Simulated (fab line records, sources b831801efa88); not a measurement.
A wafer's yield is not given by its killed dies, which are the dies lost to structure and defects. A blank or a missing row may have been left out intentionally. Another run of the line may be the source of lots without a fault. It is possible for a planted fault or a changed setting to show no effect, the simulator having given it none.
Code-filled problem report in 8D (eight disciplines) form || flow sky130 || the parts of the form that need people (team, actions taken, sign-off) are left out

## 1. THE ISSUE
METAL5_ALCU_THK at SKY_METAL5_THK_MEAS_06 reads a mean of 1070 nm on 1 wafer of 1 lot; wafers without a fault read 1148 nm with a standard deviation of 13. Relative to the usual mean, that is a shift of -6.0 standard deviations.
The step: measures by xrf.
Seen first at day 47 12:30 on film metro-02, wafer L126.4. The record holds 32 wafers of 11 lots with a number at this step. By rule, "out" or "out of limits" means more than 4 standard deviations away from the usual mean. The other wafers with a number count as sound.

## 2. WHAT THIS IS AND IS NOT
{"question": "which readings at this step", "is": "METAL5_ALCU_THK", "is not": "-"}
{"question": "which lots", "is": "L126", "is not": "L110, L112, L114, L115, L116, L117, L118, L119, L120, L122"}
{"question": "which wafers of those lots", "is": "L126.4", "is not": "L126.2"}
{"question": "read on which gauges", "is": "film metro-02", "is not": "film metro-03, film metro-04"}
{"question": "when", "is": "from day 47 12:30", "is not": "up to then (31 sound wafers)"}

## 3. WHAT RULES OUT EACH SUSPECT
Counting: a tool at a process step up to the reading stays a suspect if it ran every lot that is out. Sound lots after the first of them don't rule it out here, since some wafers of a struck lot are sound.
- the gauge at SKY_METAL5_THK_MEAS_06: kept. All the wafers that are out were read on film metro-02, and no step on other tools shows them out.
- rie diel-04 at SKY_FIELD_ISO_ETCH_14 (etches BARC in N2/H2, stops on SiO2, time 45.9 s, target depth 60 nm): kept. It processed L126, the lot that is out, at day 5 20:27, and its most recent sound lot before then was L120 at day 4 10:45.
- pvd sputter-04 at SKY_METAL5_SPUTTER_04 (material TiN, target thk 70 nm, time 58.3 s): kept. It processed L126, the lot that is out, at day 47 12:19, and its most recent sound lot before then was L122 at day 46 10:53.
- Within rie diel-04 at SKY_FIELD_ISO_ETCH_14, the wafers that are out were processed in chamber 3 and their sound lot-mates in chamber 2.
Still standing after the count: rie diel-04 at SKY_FIELD_ISO_ETCH_14, pvd sputter-04 at SKY_METAL5_SPUTTER_04, film metro-02 at SKY_METAL5_THK_MEAS_06.

## 4. THE CAUSE (what the simulator had put in)
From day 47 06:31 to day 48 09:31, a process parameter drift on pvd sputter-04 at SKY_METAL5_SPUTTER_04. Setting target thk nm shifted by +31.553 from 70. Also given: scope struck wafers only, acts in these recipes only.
Of the 3 suspects that counting leaves, this tool is one.

## 5. SEQUENCE OF EFFECTS, ordered by route
Each row: a reading whose mean over the struck wafers that have a number lies more than 3 standard deviations from the usual. Only readings for which the record gives a usual standard deviation are gone through. hours: the time from each lot's start at the first step in this table that gives one to its start at this step, as a median over the lots. sigmas: the change in usual standard deviations.
{"hours": 0, "step": "SKY_METAL5_THK_MEAS_06", "reading": "METAL5_ALCU_THK", "usual": "1148 nm", "on struck wafers": 1070, "change": -78, "sigmas": -6.0}

## 6. WHAT WOULD HAVE CAUGHT IT SOONER
Counted from the fault's start at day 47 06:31, it took 6 hours until the first out-of-limits reading at a measuring or inspecting step in this record, taken at day 47 12:30.
An alarm limit of 4 standard deviations would not have fired on the tool readings at SKY_METAL5_SPUTTER_04 for which the record gives a usual standard deviation, since none of them was out on any struck wafer.
All the lots that are out (1) had begun SKY_METAL5_SPUTTER_04 on pvd sputter-04 by day 47 12:30. Had the tool been put on hold then, not one of them would have been saved.
